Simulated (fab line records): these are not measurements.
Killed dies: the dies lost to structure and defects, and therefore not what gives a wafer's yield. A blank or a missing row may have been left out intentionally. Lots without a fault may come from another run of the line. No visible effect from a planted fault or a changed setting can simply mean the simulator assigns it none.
fab line records -- flow sky130
[record] lots = 12, wafers = 36, last_day = 50
route steps=708 shown VT_ADJUST_LVTN@117 METAL4@635 METAL5@663 PAD_OPEN@707
lots that met no fault: from a run of the same line without faults
start_h: hours from the record's first day to the start of the lot's first wafer shown -- wait_h: time in hours since the lot's previous step -- " the same as in the row above -- L1.1+2: a row that stands for several wafers -- - no value present, or no start provided -- * or withheld: withheld -- < > ~ a bound
route shown NAME@n: a module of which the file shows steps, and the number in the route of the first -- usual: mean/standard deviation of fault-free wafers -- same: alike in all rows -- chamber/n: place in a boat -- sites: readings site by site -- _std_site: standard deviation of those values -- _edge_site: mean of outer sites minus mean of inner sites -- radius_mm: how far each site lies from the wafer's centre -- mask NAME#n: copy n -- behind: the most recent tool/chamber to have shaped the wafer -- hold: why the lot was held/for how many hours/how that ended -- device: whichever transistor did not switch (one of n, p or np) -- end of line: tests of these same wafers at the route's end -- step lacking rows: just its recipe -- killed: not the wafer's yield, but the dies lost to structure and defects at the first sort -- map: a wafer's dies, x killed, . not, _ none there
set.NAME: the setting as run; set.NAME@STEP: as run at that earlier step -- model.NAME: the simulator's own value behind a step, which no gauge read
the route's steps for a sample of lots (tables are steps, rows are wafers)
services: a tool's chamber out of use, with start hour (start_h, from the record's first day; less than 0 if before it), hours out, and reason
[[steps]]
[step SKY_VT_ADJUST_LVTN_STRIP_20]
[recipe] chemistry = O2/N2, power_w = 1400, pressure_mtorr = 1500, platen_temp_c = withheld, o2_flow_sccm = 3000, n2_flow_sccm = 300, overash_fraction = 0.5
[usual] drypump_motor_current_A = 5.5/0.56, oes_product_au = 0.716/0.0043, strip_time_to_endpoint_s = 14.17/0.031
lot.wafer,tool,chamber,start_h,wait_h,drypump_motor_current_A,oes_product_au,rf_hours_counter_h,strip_time_to_endpoint_s
L843.1,plasma_asher-02,0,162.10,0.1,5.7,0.711,50,14.18
L843.5,plasma_asher-02,0,162.10,0.1,5.7,0.719,-,14.18
L843.6,plasma_asher-02,1,162.10,0.1,5.7,0.718,-,14.17
L844.3,plasma_asher-02,0,165.29,0.1,5.7,0.713,-,14.16
L844.4,plasma_asher-02,1,165.29,0.1,5.7,0.711,-,14.17
L844.5,plasma_asher-02,1,165.29,0.1,5.7,0.719,-,14.19
L845.2,plasma_asher-01,1,172.90,0.1,6.3,0.717,5,14.20
L845.3,plasma_asher-01,1,172.90,0.1,6.3,0.712,-,14.19
L845.4,plasma_asher-01,0,172.90,0.1,4.7,0.714,-,14.18
L846.2,plasma_asher-01,0,177.69,0.1,4.7,0.709,6,14.22
L846.5,plasma_asher-01,0,177.69,0.1,4.7,0.711,-,14.21
L846.6,plasma_asher-01,1,177.69,0.1,6.3,0.715,-,14.24
L847.3,plasma_asher-03,0,188.98,0.1,4.9,0.713,-,14.14
L847.4,plasma_asher-03,1,188.98,0.1,6.0,0.715,-,14.16
L847.6,plasma_asher-03,1,188.98,0.1,6.0,0.718,-,14.13
L851.3,plasma_asher-03,1,213.38,0.1,6.0,0.718,-,14.21
L851.4,plasma_asher-03,0,213.38,0.1,4.9,0.721,-,14.22
L851.5,plasma_asher-03,0,213.38,0.1,4.9,0.714,-,14.21
L856.1,plasma_asher-02,0,262.14,0.1,5.7,0.717,60,14.17
L856.3,plasma_asher-02,0,262.14,0.1,5.7,0.710,-,14.17
L856.5,plasma_asher-02,0,262.14,0.1,5.7,0.718,-,14.17
L858.1,plasma_asher-03,0,270.35,0.1,4.9,0.716,59,14.26
L858.3,plasma_asher-03,1,270.35,0.1,6.0,0.713,-,14.17
L858.5,plasma_asher-03,0,270.35,0.1,4.9,0.723,-,14.16
L863.3,plasma_asher-01,0,299.34,0.1,4.7,0.722,-,14.14
L863.4,plasma_asher-01,1,299.34,0.1,6.2,0.716,-,14.17
L863.5,plasma_asher-01,1,299.34,0.1,6.2,0.721,-,14.19
L864.2,plasma_asher-01,0,304.25,0.1,4.7,0.713,19,14.18
L864.4,plasma_asher-01,1,304.25,0.1,6.2,0.716,-,14.16
L864.6,plasma_asher-01,1,304.25,0.1,6.2,0.721,-,14.19
L865.1,plasma_asher-02,0,316.35,0.1,5.7,0.713,65,14.18
L865.4,plasma_asher-02,1,316.35,0.1,5.7,0.719,-,14.15
L865.6,plasma_asher-02,1,316.35,0.1,5.6,0.712,-,14.17
L866.1,plasma_asher-03,1,319.49,0.1,6.0,0.720,62,14.19
L866.2,plasma_asher-03,0,319.49,0.1,4.9,0.714,62,14.15
L866.4,plasma_asher-03,1,319.49,0.1,6.0,0.716,-,14.14
[step SKY_METAL4_STRIP_19]
[recipe] chemistry = O2/N2, power_w = 1400, pressure_mtorr = 1500, platen_temp_c = withheld, o2_flow_sccm = 3000, n2_flow_sccm = 300, overash_fraction = 0.5
[usual] drypump_motor_current_A = 5.6/0.42, oes_product_au = 0.505/0.0054, strip_time_to_endpoint_s = 6.59/0.09
lot.wafer,tool,chamber,start_h,wait_h,drypump_motor_current_A,oes_product_au,rf_hours_counter_h,strip_time_to_endpoint_s
L843.1,plasma_asher-02,1,975.10,0.1,5.6,0.510,54,6.68
L843.5,plasma_asher-02,0,975.10,0.1,5.7,0.505,-,6.67
L843.6,plasma_asher-02,1,975.10,0.1,5.6,0.510,-,6.85
L844.3,plasma_asher-03,1,978.69,0.1,6.0,0.495,-,6.44
L844.4,plasma_asher-03,0,978.69,0.1,4.9,0.498,-,6.50
L844.5,plasma_asher-03,0,978.69,0.1,4.9,0.501,-,6.45
L845.2,plasma_asher-02,0,990.73,0.2,5.7,0.505,55,6.59
L845.3,plasma_asher-02,1,990.73,0.2,5.7,0.508,-,6.58
L845.4,plasma_asher-02,0,990.73,0.2,5.7,0.503,-,6.56
L846.2,plasma_asher-02,1,998.21,0.1,5.7,0.502,56,6.44
L846.5,plasma_asher-02,0,998.21,0.1,5.7,0.508,-,6.71
L846.6,plasma_asher-02,1,998.21,0.1,5.7,0.501,-,6.49
L847.3,plasma_asher-03,0,1012.92,0.1,4.9,0.501,-,6.63
L847.4,plasma_asher-03,1,1012.92,0.1,6.0,0.507,-,6.64
L847.6,plasma_asher-03,0,1012.92,0.1,4.9,0.510,-,6.64
L851.3,plasma_asher-02,0,1034.54,0.1,5.7,0.510,-,6.69
L851.4,plasma_asher-02,1,1034.54,0.1,5.7,0.513,-,6.74
L851.5,plasma_asher-02,1,1034.54,0.1,5.7,0.503,-,6.61
L856.1,plasma_asher-02,1,1078.79,0.1,5.6,0.501,64,6.45
L856.3,plasma_asher-02,1,1078.79,0.1,5.7,0.504,-,6.50
L856.5,plasma_asher-02,1,1078.79,0.1,5.6,0.504,-,6.47
L858.1,plasma_asher-03,0,1085.84,0.1,4.9,0.500,34,6.46
L858.3,plasma_asher-03,1,1085.84,0.1,5.9,0.498,-,6.47
L858.5,plasma_asher-03,1,1085.84,0.1,6.0,0.492,-,6.45
L863.3,plasma_asher-01,0,1107.33,0.1,4.7,0.497,-,6.48
L863.4,plasma_asher-01,1,1107.33,0.1,6.3,0.504,-,6.56
L863.5,plasma_asher-01,0,1107.33,0.1,4.7,0.502,-,6.53
L864.2,plasma_asher-01,1,1108.90,0.1,6.3,0.512,98,6.56
L864.4,plasma_asher-01,1,1108.90,0.1,6.3,0.495,-,6.56
L864.6,plasma_asher-01,0,1108.90,0.1,4.7,0.507,-,6.66
L865.1,plasma_asher-02,1,1123.79,0.1,5.7,0.510,69,6.49
L865.4,plasma_asher-02,0,1123.79,0.1,5.7,0.507,-,6.61
L865.6,plasma_asher-02,1,1123.79,0.1,5.7,0.504,-,6.56
L866.1,plasma_asher-02,1,1128.40,0.1,5.7,0.515,69,6.76
L866.2,plasma_asher-02,0,1128.40,0.1,5.7,0.506,69,6.60
L866.4,plasma_asher-02,0,1128.40,0.1,5.7,0.508,-,6.58
[step SKY_METAL5_SPUTTER_02]
[recipe] material = AlCu, target_thk_nm = 1150, power_w = 10600, time_s = 61.2, chamber_pressure_pa = 0.4
[usual] throttle_valve_pct = 30.0/0.78
lot.wafer,tool,chamber,start_h,wait_h,throttle_valve_pct
L843.1,pvd_sputter-02,-,1000.81,0.0,30.5
L843.5,pvd_sputter-02,-,1000.81,0.0,28.9
L843.6,pvd_sputter-02,-,1000.81,0.0,29.9
L844.3,pvd_sputter-03,-,1004.19,0.0,28.9
L844.4,pvd_sputter-03,-,1004.19,0.0,28.9
L844.5,pvd_sputter-03,-,1004.19,0.0,30.7
L845.2,pvd_sputter-03,-,1016.02,0.0,28.8
L845.3,pvd_sputter-03,-,1016.02,0.0,30.8
L845.4,pvd_sputter-03,-,1016.02,0.0,31.3
L846.2,pvd_sputter-04,-,1022.66,0.0,30.1
L846.5,pvd_sputter-04,-,1022.66,0.0,29.9
L846.6,pvd_sputter-04,-,1022.66,0.0,29.5
L847.3,pvd_sputter-02,-,1037.66,0.0,29.0
L847.4,pvd_sputter-02,-,1037.66,0.0,30.9
L847.6,pvd_sputter-02,-,1037.66,0.0,30.6
L851.3,pvd_sputter-02,-,1059.19,0.0,30.7
L851.4,pvd_sputter-02,-,1059.19,0.0,29.1
L851.5,pvd_sputter-02,-,1059.19,0.0,30.7
L856.1,pvd_sputter-04,-,1101.16,0.0,30.0
L856.3,pvd_sputter-04,-,1101.16,0.0,30.3
L856.5,pvd_sputter-04,-,1101.16,0.0,29.6
L858.1,pvd_sputter-04,-,1107.70,0.0,29.9
L858.3,pvd_sputter-04,-,1107.70,0.0,29.4
L858.5,pvd_sputter-04,-,1107.70,0.0,30.2
L863.3,pvd_sputter-02,-,1129.56,0.0,30.4
L863.4,pvd_sputter-02,-,1129.56,0.0,31.0
L863.5,pvd_sputter-02,-,1129.56,0.0,29.8
L864.2,pvd_sputter-02,-,1131.98,0.0,30.6
L864.4,pvd_sputter-02,-,1131.98,0.0,30.6
L864.6,pvd_sputter-02,-,1131.98,0.0,30.0
L865.1,pvd_sputter-03,-,1145.69,0.0,29.0
L865.4,pvd_sputter-03,-,1145.69,0.0,31.1
L865.6,pvd_sputter-03,-,1145.69,0.0,28.6
L866.1,pvd_sputter-02,-,1148.81,0.0,29.2
L866.2,pvd_sputter-02,-,1148.81,0.0,29.9
L866.4,pvd_sputter-02,-,1148.81,0.0,30.9
[step SKY_PAD_OPEN_BOW_MEAS_13]
[recipe] mode = bow
[usual] PAD_OPEN_BOW = 47/8.8
lot.wafer,tool,chamber,start_h,wait_h,PAD_OPEN_BOW[um]
L843.1,film_metro-04,-,1070.40,-,62
L843.5,film_metro-04,-,1070.40,-,43
L843.6,film_metro-04,-,1070.40,-,61
L844.3,film_metro-01,-,1074.68,-,55
L844.4,film_metro-01,-,1074.68,-,42
L844.5,film_metro-01,-,1074.68,-,53
L845.2,film_metro-01,-,1085.32,-,39
L845.3,film_metro-01,-,1085.32,-,42
L845.4,film_metro-01,-,1085.32,-,45
L846.2,film_metro-01,-,1090.83,-,37
L846.5,film_metro-01,-,1090.83,-,42
L846.6,film_metro-01,-,1090.83,-,46
L847.3,film_metro-01,-,1102.95,-,46
L847.4,film_metro-01,-,1102.95,-,49
L847.6,film_metro-01,-,1102.95,-,51
L851.3,film_metro-04,-,1122.87,-,39
L851.4,film_metro-04,-,1122.87,-,39
L851.5,film_metro-04,-,1122.87,-,51
L856.1,film_metro-03,-,1160.77,-,44
L856.3,film_metro-03,-,1160.77,-,35
L856.5,film_metro-03,-,1160.77,-,31
L858.1,film_metro-01,-,1166.47,-,45
L858.3,film_metro-01,-,1166.47,-,38
L858.5,film_metro-01,-,1166.47,-,33
L863.3,film_metro-03,-,1184.86,-,51
L863.4,film_metro-03,-,1184.86,-,56
L863.5,film_metro-03,-,1184.86,-,49
L864.2,film_metro-04,-,1186.77,-,50
L864.4,film_metro-04,-,1186.77,-,54
L864.6,film_metro-04,-,1186.77,-,38
L865.1,film_metro-04,-,1198.67,-,54
L865.4,film_metro-04,-,1198.67,-,56
L865.6,film_metro-04,-,1198.67,-,45
L866.1,film_metro-03,-,1202.20,-,57
L866.2,film_metro-03,-,1202.20,-,56
L866.4,film_metro-03,-,1202.20,-,45
[step SKY_PAD_OPEN_PROBE_99]
[usual] killed_at_M0_to_M3 = 43/6.7, killed_at_M4_up = 3.2/1.9, killed_at_contacts = 24/5.9, killed_at_front_end = 15/4.1, killed_at_other = 0.3/0.56, killed_dies = 86/9.5, killed_open = 47/7.4, killed_short = 39/5.5
[same] gross_dies = 492, killed_at_back_side = 0
lot.wafer,tool,chamber,start_h,wait_h,hold,killed_at_M0_to_M3,killed_at_M4_up,killed_at_contacts,killed_at_front_end,killed_at_other,killed_dies,killed_open,killed_short
L843.1,prober-01,-,1070.52,0.1,-,41,5,39,11,1,97,54,43
L843.5,prober-01,-,1070.72,0.2,-,41,6,37,21,0,105,61,44
L843.6,prober-01,-,1070.77,0.2,-,48,3,30,11,0,92,48,44
L844.3,prober-02,-,1074.86,0.2,-,38,7,28,13,0,86,53,33
L844.4,prober-02,-,1074.91,0.2,-,40,5,22,10,2,79,31,48
L844.5,prober-02,-,1074.96,0.2,-,45,7,20,20,0,92,53,39
L847.3,prober-01,-,1103.13,0.2,-,44,7,25,18,0,94,48,46
L847.4,prober-01,-,1103.18,0.2,-,47,7,26,10,0,90,47,43
L847.6,prober-01,-,1103.28,0.2,-,48,3,31,17,0,99,55,44
L851.3,prober-02,-,1123.05,0.2,-,32,3,27,7,0,69,43,26
L851.4,prober-02,-,1123.10,0.2,-,53,3,21,19,0,96,58,38
L851.5,prober-02,-,1123.15,0.2,-,34,5,18,13,0,70,32,38
L856.1,prober-02,-,1160.89,0.1,await_dispo/3.4h/release,42,7,17,52,0,118,49,33
L856.3,prober-02,-,1160.99,0.2,await_dispo/3.4h/release,50,6,25,40,1,122,44,46
L856.5,prober-02,-,1161.09,0.2,await_dispo/3.4h/release,38,4,12,47,0,101,32,33
L858.1,prober-02,-,1166.59,0.1,-,40,5,16,17,0,78,39,39
L858.3,prober-02,-,1166.69,0.2,-,41,4,30,15,0,90,39,51
L858.5,prober-02,-,1166.79,0.2,-,49,1,26,9,0,85,45,40
L864.2,prober-02,-,1186.92,0.1,-,45,0,24,7,0,76,42,34
L864.4,prober-02,-,1187.02,0.2,-,35,1,29,10,1,76,36,40
L864.6,prober-02,-,1187.12,0.2,-,44,5,24,16,0,89,49,40
// killed by level:class
L843.1 LI_CONTACT:geometric_particle:open=13 CONTACT:geometric_particle:short=12 CONTACT:geometric_particle:open=11 VIA1:geometric_particle:open=10 METAL2:geometric_particle:short=8 VIA1:geometric_particle:short=5 VIA2:geometric_particle:open=5 FIELD_ISO:geometric_particle:short=4
L843.5 LI_CONTACT:geometric_particle:open=13 VIA1:geometric_particle:open=12 CONTACT:geometric_particle:open=10 METAL2:geometric_particle:short=9 FIELD_ISO:geometric_particle:open=6 METAL4:geometric_particle:short=6 POLY_GATE:geometric_particle:open=5 LOCAL_INTERCONNECT:geometric_particle:short=5
L843.6 CONTACT:geometric_particle:open=13 METAL2:geometric_particle:short=9 CONTACT:geometric_particle:short=7 METAL1:geometric_particle:short=7 LI_CONTACT:geometric_particle:open=6 VIA1:geometric_particle:open=6 VIA2:geometric_particle:open=6 VIA1:geometric_particle:short=5
L844.3 CONTACT:geometric_particle:open=12 VIA1:geometric_particle:open=12 CONTACT:geometric_particle:short=7 METAL1:geometric_particle:short=7 FIELD_ISO:geometric_particle:open=5 METAL4:geometric_particle:short=5 LI_CONTACT:geometric_particle:open=5 VIA2:geometric_particle:open=4
L844.4 LOCAL_INTERCONNECT:geometric_particle:short=8 METAL1:geometric_particle:short=7 VIA3:geometric_particle:open=6 METAL2:geometric_particle:short=6 CONTACT:geometric_particle:open=5 VIA1:geometric_particle:open=5 FIELD_ISO:geometric_particle:short=4 VIA1:geometric_particle:short=4
L844.5 VIA1:geometric_particle:open=15 VIA3:geometric_particle:open=9 CONTACT:geometric_particle:short=8 FIELD_ISO:geometric_particle:open=7 METAL2:geometric_particle:short=5 METAL1:geometric_particle:short=5 FIELD_ISO:geometric_particle:short=4 LI_CONTACT:geometric_particle:open=4
L847.3 VIA1:geometric_particle:open=13 CONTACT:geometric_particle:open=10 VIA2:geometric_particle:short=8 LI_CONTACT:geometric_particle:open=6 METAL4:geometric_particle:short=6 VIA3:geometric_particle:open=5 POLY_GATE:geometric_particle:open=4 POLY_GATE:geometric_particle:short=4
L847.4 VIA1:geometric_particle:open=13 LI_CONTACT:geometric_particle:open=10 CONTACT:geometric_particle:open=7 METAL2:geometric_particle:short=6 VIA2:geometric_particle:short=5 VIA3:geometric_particle:open=5 METAL3:geometric_particle:short=5 POLY_GATE:geometric_particle:short=4
L847.6 CONTACT:geometric_particle:open=10 VIA2:geometric_particle:open=10 CONTACT:geometric_particle:short=9 VIA1:geometric_particle:open=9 LI_CONTACT:geometric_particle:open=8 POLY_GATE:geometric_particle:short=6 METAL2:geometric_particle:short=6 METAL1:geometric_particle:short=5
L851.3 VIA3:geometric_particle:open=10 LI_CONTACT:geometric_particle:open=8 CONTACT:geometric_particle:open=8 VIA2:geometric_particle:open=8 VIA1:geometric_particle:open=5 FIELD_ISO:geometric_particle:short=4 LI_CONTACT:geometric_particle:short=4 LOCAL_INTERCONNECT:geometric_particle:short=4
L851.4 VIA1:geometric_particle:open=12 CONTACT:geometric_particle:open=9 VIA3:geometric_particle:open=9 VIA2:geometric_particle:open=7 FIELD_ISO:geometric_particle:open=6 METAL1:geometric_particle:short=6 POLY_GATE:geometric_particle:short=4 CONTACT:geometric_particle:short=4
L851.5 LI_CONTACT:geometric_particle:open=6 METAL1:geometric_particle:short=6 VIA1:geometric_particle:open=6 FIELD_ISO:geometric_particle:short=5 CONTACT:geometric_particle:open=5 VIA3:geometric_particle:open=5 METAL4:geometric_particle:short=4 CONTACT:geometric_particle:short=4
L856.1 VT_ADJUST_LVTN:unspecified=36 VIA1:geometric_particle:open=11 CONTACT:geometric_particle:open=10 METAL1:geometric_particle:short=7 VIA2:geometric_particle:open=7 METAL4:geometric_particle:short=6 LI_CONTACT:geometric_particle:open=4 FIELD_ISO:geometric_particle:short=3
L856.3 VT_ADJUST_LVTN:unspecified=32 VIA1:geometric_particle:open=14 CONTACT:geometric_particle:open=10 LI_CONTACT:geometric_particle:open=7 METAL1:geometric_particle:short=6 METAL2:geometric_particle:short=6 VIA3:geometric_particle:open=6 METAL4:geometric_particle:short=6
L856.5 VT_ADJUST_LVTN:unspecified=36 VIA1:geometric_particle:open=6 CONTACT:geometric_particle:open=5 VIA2:geometric_particle:short=5 VIA3:geometric_particle:open=5 FIELD_ISO:geometric_particle:short=4 POLY_GATE:geometric_particle:short=4 METAL1:geometric_particle:short=4
L858.1 VIA1:geometric_particle:open=12 FIELD_ISO:geometric_particle:short=8 METAL1:geometric_particle:short=7 LI_CONTACT:geometric_particle:open=6 VIA1:geometric_particle:short=5 CONTACT:geometric_particle:open=5 VIA2:geometric_particle:short=5 VIA3:geometric_particle:open=5
L858.3 CONTACT:geometric_particle:open=10 VIA1:geometric_particle:open=10 LOCAL_INTERCONNECT:geometric_particle:short=7 VIA3:geometric_particle:open=5 POLY_GATE:geometric_particle:short=5 METAL1:geometric_particle:short=5 FIELD_ISO:geometric_particle:short=4 LI_CONTACT:geometric_particle:short=4
L858.5 VIA1:geometric_particle:open=12 METAL2:geometric_particle:short=12 CONTACT:geometric_particle:open=9 CONTACT:geometric_particle:short=6 VIA3:geometric_particle:open=6 LI_CONTACT:geometric_particle:open=5 METAL2:geometric_particle:open=5 VIA2:geometric_particle:open=4
L864.2 METAL2:geometric_particle:short=11 LI_CONTACT:geometric_particle:open=10 CONTACT:geometric_particle:open=8 VIA1:geometric_particle:open=8 VIA3:geometric_particle:open=8 METAL1:geometric_particle:short=5 VIA2:geometric_particle:short=5 POLY_GATE:geometric_particle:open=3
L864.4 CONTACT:geometric_particle:open=8 CONTACT:geometric_particle:short=8 LI_CONTACT:geometric_particle:open=7 VIA1:geometric_particle:open=6 VIA2:geometric_particle:short=6 METAL1:geometric_particle:short=5 VIA3:geometric_particle:open=4 VIA1:geometric_particle:short=4
L864.6 CONTACT:geometric_particle:open=11 VIA2:geometric_particle:open=7 VIA1:geometric_particle:open=7 VIA1:geometric_particle:short=7 VIA3:geometric_particle:open=7 METAL1:geometric_particle:short=5 POLY_GATE:geometric_particle:short=4 METAL4:geometric_particle:short=4
[[services]]
tool,chamber,start_h,hours,kind
plasma_asher-03,-,139.97,1.3,repair
plasma_asher-01,-,261.59,1.9,repair
pvd_sputter-02,-,277.11,5.3,repair
plasma_asher-03,-,280.30,14.6,pm
plasma_asher-02,-,294.00,2.8,pm
plasma_asher-01,-,420.88,14.6,pm
plasma_asher-02,-,421.25,9.0,pm
plasma_asher-03,-,435.54,1.8,repair
plasma_asher-01,-,440.45,2.0,repair
plasma_asher-01,-,490.81,6.3,repair
plasma_asher-01,-,525.40,2.0,repair
plasma_asher-03,-,574.51,13.9,repair
plasma_asher-01,-,581.95,2.8,pm
plasma_asher-02,-,638.97,0.8,repair
plasma_asher-02,-,644.50,14.6,pm
plasma_asher-01,-,688.86,1.1,repair
pvd_sputter-02,-,718.28,0.5,repair
plasma_asher-03,-,733.75,9.0,pm
plasma_asher-02,-,758.76,0.7,repair
pvd_sputter-02,-,763.54,2.9,repair
plasma_asher-03,-,805.87,1.7,repair
pvd_sputter-02,-,908.03,4.5,repair
plasma_asher-02,-,1029.89,1.2,repair
plasma_asher-03,-,1120.43,19.1,repair
[[key]]
[first_sign] step = SKY_PAD_OPEN_PROBE_99, reading = killed_at_front_end, direction = up, sigmas = 7.7, usual = 15, struck = 46
[effect] step = SKY_PAD_OPEN_PROBE_99, reading = killed_dies, direction = up, sigmas = 2.9, usual = 86, struck = 114
met_at SKY_VT_ADJUST_LVTN_STRIP_20
struck_lots L856
struck_wafers L856.1,L856.3,L856.5
tester_left_out L856
not_acting_at SKY_METAL4_STRIP_19,SKY_METAL5_SPUTTER_02,SKY_PAD_OPEN_BOW_MEAS_13
onset_between 165.29 262.14
[fault] kind = chamber_particle_source, tool = plasma_asher-02, chamber = 0, onset_h = 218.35, steps = SKY_VT_ADJUST_LVTN_STRIP_20, rate_per_visit_cm2 = 0.98492, end_h = 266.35
// tester_left_out: of these lots the tester's yield and bins aren't shown, on N5 and GAA mostly nor the transistor test; their killed dies are dies lost to structure and defects alone, not to doping, threshold or leakage, so they don't give the yield
